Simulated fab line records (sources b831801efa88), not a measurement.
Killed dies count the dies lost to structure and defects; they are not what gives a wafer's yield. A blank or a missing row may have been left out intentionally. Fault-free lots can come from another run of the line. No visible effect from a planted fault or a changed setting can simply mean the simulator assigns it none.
Matching of chambers || flow sky130 || SKY_VIA2_ETCH_15 on rieDiel-01: 4 sister chambers
The step etches SiO2 in C4F8/O2/Ar, stops on TiN, target depth 546 nm, time 84 s. 16 wafers are shown with their chamber, then 8 later ones without.

## EACH WAFER AND ITS CHAMBER
{"wafer": "L076.2", "chamber": 2, "biasW (W)": 1203, "oesProductAu (a.u.)": 0.921}
{"wafer": "L076.5", "chamber": 1, "biasW (W)": 1201, "oesProductAu (a.u.)": 0.931}
{"wafer": "L076.6", "chamber": 2, "biasW (W)": 1203, "oesProductAu (a.u.)": 0.930}
{"wafer": "L078.2", "chamber": 0, "biasW (W)": 1192, "oesProductAu (a.u.)": 0.939}
{"wafer": "L078.5", "chamber": 3, "biasW (W)": 1204, "oesProductAu (a.u.)": 0.941}
{"wafer": "L078.6", "chamber": 0, "biasW (W)": 1200, "oesProductAu (a.u.)": 0.938}
{"wafer": "L079.1", "chamber": 3, "biasW (W)": 1202, "oesProductAu (a.u.)": 0.941}
{"wafer": "L079.3", "chamber": 0, "biasW (W)": 1194, "oesProductAu (a.u.)": 0.929}
{"wafer": "L079.6", "chamber": 2, "biasW (W)": 1202, "oesProductAu (a.u.)": 0.935}
{"wafer": "L084.1", "chamber": 3, "biasW (W)": 1198, "oesProductAu (a.u.)": 0.931}
{"wafer": "L084.2", "chamber": 0, "biasW (W)": 1198, "oesProductAu (a.u.)": 0.932}
{"wafer": "L084.4", "chamber": 0, "biasW (W)": 1193, "oesProductAu (a.u.)": 0.932}
{"wafer": "L089.1", "chamber": 3, "biasW (W)": 1201, "oesProductAu (a.u.)": 0.933}
{"wafer": "L089.2", "chamber": 2, "biasW (W)": 1199, "oesProductAu (a.u.)": 0.937}
{"wafer": "L089.3", "chamber": 0, "biasW (W)": 1200, "oesProductAu (a.u.)": 0.931}
{"wafer": "L091.1", "chamber": 1, "biasW (W)": 1198, "oesProductAu (a.u.)": 0.927}

SIGNATURES (averages over the wafers above)
{"reading": "biasW", "chamber 0": 1196.17, "chamber 1": 1199.50, "chamber 2": 1201.75, "chamber 3": 1201.25, "scatter within a chamber": 2.87}
{"reading": "oesProductAu", "chamber 0": 0.93350, "chamber 1": 0.92900, "chamber 2": 0.93075, "chamber 3": 0.93650, "scatter within a chamber": 0.00521}
Rule: a wafer lies at a distance from a chamber equal to the root of the sum of squares, over the readings, of (its reading less the chamber's mean, divided by the reading's scatter). The wafer belongs to the nearest chamber; if the next one is less than 2 further off, it can't be placed. The scatter: the root of (the sum of the squares of (reading less its chamber's mean) over the shown wafers, divided by (wafers less chambers)).

## WAFERS WITHOUT THEIR CHAMBER
{"wafer": "L091.2", "biasW (W)": 1203, "oesProductAu (a.u.)": 0.935}
{"wafer": "L091.4", "biasW (W)": 1206, "oesProductAu (a.u.)": 0.939}
{"wafer": "L092.1", "biasW (W)": 1193, "oesProductAu (a.u.)": 0.935}
{"wafer": "L092.4", "biasW (W)": 1205, "oesProductAu (a.u.)": 0.942}
{"wafer": "L092.6", "biasW (W)": 1198, "oesProductAu (a.u.)": 0.936}
{"wafer": "L093.2", "biasW (W)": 1201, "oesProductAu (a.u.)": 0.940}
{"wafer": "L093.3", "biasW (W)": 1199, "oesProductAu (a.u.)": 0.922}
{"wafer": "L093.6", "biasW (W)": 1195, "oesProductAu (a.u.)": 0.926}

## WHICH CHAMBER EACH ONE RAN IN
{"wafer": "L091.2", "from the rows above": "can't be placed: 3 or 2 or 1 or 0", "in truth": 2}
{"wafer": "L091.4", "from the rows above": "can't be placed: 3 or 2 or 1 or 0", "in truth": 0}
{"wafer": "L092.1", "from the rows above": "can't be placed: 0 or 1 or 3", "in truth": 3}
{"wafer": "L092.4", "from the rows above": "can't be placed: 3 or 2 or 1 or 0", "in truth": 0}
{"wafer": "L092.6", "from the rows above": "can't be placed: 0 or 3 or 1 or 2", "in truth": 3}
{"wafer": "L093.2", "from the rows above": "can't be placed: 3 or 2 or 0 or 1", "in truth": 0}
{"wafer": "L093.3", "from the rows above": "can't be placed: 1 or 2 or 0 or 3", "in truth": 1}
{"wafer": "L093.6", "from the rows above": "can't be placed: 0 or 1 or 2 or 3", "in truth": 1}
Placed correctly: 0 of 8. These rows do not allow placing 8 (true chamber among the candidates in 8). Placed wrongly: 0.
